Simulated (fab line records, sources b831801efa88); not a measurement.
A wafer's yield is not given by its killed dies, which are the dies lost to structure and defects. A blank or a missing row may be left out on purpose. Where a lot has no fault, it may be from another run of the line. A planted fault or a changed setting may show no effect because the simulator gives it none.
Which tool is to blame? + flow sky130 + 18 wafers from 6 lots sampled at 2 of the route's 708 steps

== WHAT EACH GAUGE READ, for each wafer ==
SKY_VIA4_THK_MEAS_01.
| lot  | measured     | on           | VIA4_HDPCVD_THK (nm) |
|------|--------------|--------------|----------------------|
| L219 | day 42 02:55 | filmMetro-02 | 1728 1719 1755       |
| L221 | day 42 21:16 | filmMetro-04 | 1735 1746 1729       |
| L223 | day 43 11:22 | filmMetro-01 | 1769 1737 1723       |
| L225 | day 44 01:23 | filmMetro-04 | 1742 1734 1726       |
| L228 | day 44 20:52 | filmMetro-01 | 1753 1766 1737       |
| L232 | day 46 06:56 | filmMetro-04 | 1736 1765 1749       |

== EACH LOT AND THE TOOL THAT RAN IT (in order: tool; ch and the chambers of the sampled wafers; start) ==
| lot  | SKY_CONTACT_CMP_27            |
|------|-------------------------------|
| L219 | cmp-02 ch 0,1,3, day 31 21:20 |
| L221 | cmp-02 ch 1,2,3, day 32 20:33 |
| L223 | cmp-02 ch 1,3, day 33 12:20   |
| L225 | cmp-01 ch 0,1,2, day 34 02:47 |
| L228 | cmp-02 ch 0,3, day 35 01:29   |
| L232 | cmp-02 ch 0,2,3, day 36 20:14 |
- SKY_CONTACT_CMP_27: polishes, stops on SiO2, t overpolish 15 s, target thk 0 nm.

== THE ANSWER, worked out from the rows above alone ==
Rule: the usual values come from the lots themselves. Put in order of their means at a reading, lots are off if they are a third of the lots or fewer, leave a main group of 4 or more, and stand apart from it by a gap of 3 or more times the standard deviation of the main group's means; of several such gaps the widest counts. If all means in a main group match to the digits the tables above print for the reading, that group is not used. A lot without any number at a reading at which 4 lots or more have one is off too. The other lots that the step has rows for count as sound.
None of the lots is off at any reading shown; this tells nothing.

== WHAT WAS PUT IN BY THE SIMULATOR ==
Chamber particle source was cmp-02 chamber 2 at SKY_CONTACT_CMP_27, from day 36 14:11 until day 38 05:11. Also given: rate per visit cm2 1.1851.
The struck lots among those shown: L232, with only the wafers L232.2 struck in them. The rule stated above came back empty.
